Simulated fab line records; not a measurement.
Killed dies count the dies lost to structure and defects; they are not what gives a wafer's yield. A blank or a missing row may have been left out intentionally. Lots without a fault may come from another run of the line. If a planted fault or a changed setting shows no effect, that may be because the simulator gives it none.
2 desks looking at one fault	flow gf180mcu	what lay behind the numbers comes last; until then each desk has only its own

## THE METROLOGY DESK
What the gauges read for every lot (on any tool): the sampled wafers with a number, averaged. Marked OUT: a lot whose mean sits more than 4 standard deviations from the usual mean, which makes it out of limits; the brackets give that distance.
Columns: A = cdNm at GF_TOP_METAL_CD_MEAS_14, usual 439.9 nm
lot	first seen here	A
L835	day 28 12:14	438.8
L836	day 28 14:22	440.8
L837	day 28 21:02	441.3
L838	day 29 07:24	438.8
L839	day 29 18:23	440.4
L840	day 30 00:56	436.5
L841	day 30 06:37	440.6
L842	day 30 15:47	436.3
L843	day 30 21:22	439.8
L847	day 31 19:53	436.4
L848	day 32 10:33	440.3
L850	day 32 18:35	440.8
L852	day 33 00:14	440.8
Result from this desk: across the 13 lots, nothing is out of limits.

## DESK OF THE TOOL OWNER: cvdW-02
The tool's own readings at GF_V4_CVD_23 (deposits W, target thk 350 nm, time 104.9 s): means of the sampled wafers that have a number, for each lot that ran on this tool. Marked OUT: a lot whose mean sits more than 4 standard deviations from the usual mean, which makes it out of limits; the brackets give that distance.
Columns: A = chamberPressureTorr at GF_V4_CVD_23, usual 39.99 Torr; B = heaterPowerW at GF_V4_CVD_23, usual 828 W
lot	first seen here	A	B
L835	day 24 20:57	39.98	829
L836	day 24 22:35	39.93	816
L840	day 26 14:14	40.00	833
L842	day 27 05:42	39.96	831
L843	day 27 12:10	39.96	834
L847	day 28 14:08	39.86	826
L848	day 29 08:25	40.01	818
L852	day 29 23:17	39.98	830
Result from this desk: across the 8 lots, nothing is out of limits.

## TAKEN TOGETHER
From the metrology desk's view, nothing was out of limits.
Nothing out of limits was seen by the tool owner's desk.

## WHAT THE SIMULATOR HAD INSERTED
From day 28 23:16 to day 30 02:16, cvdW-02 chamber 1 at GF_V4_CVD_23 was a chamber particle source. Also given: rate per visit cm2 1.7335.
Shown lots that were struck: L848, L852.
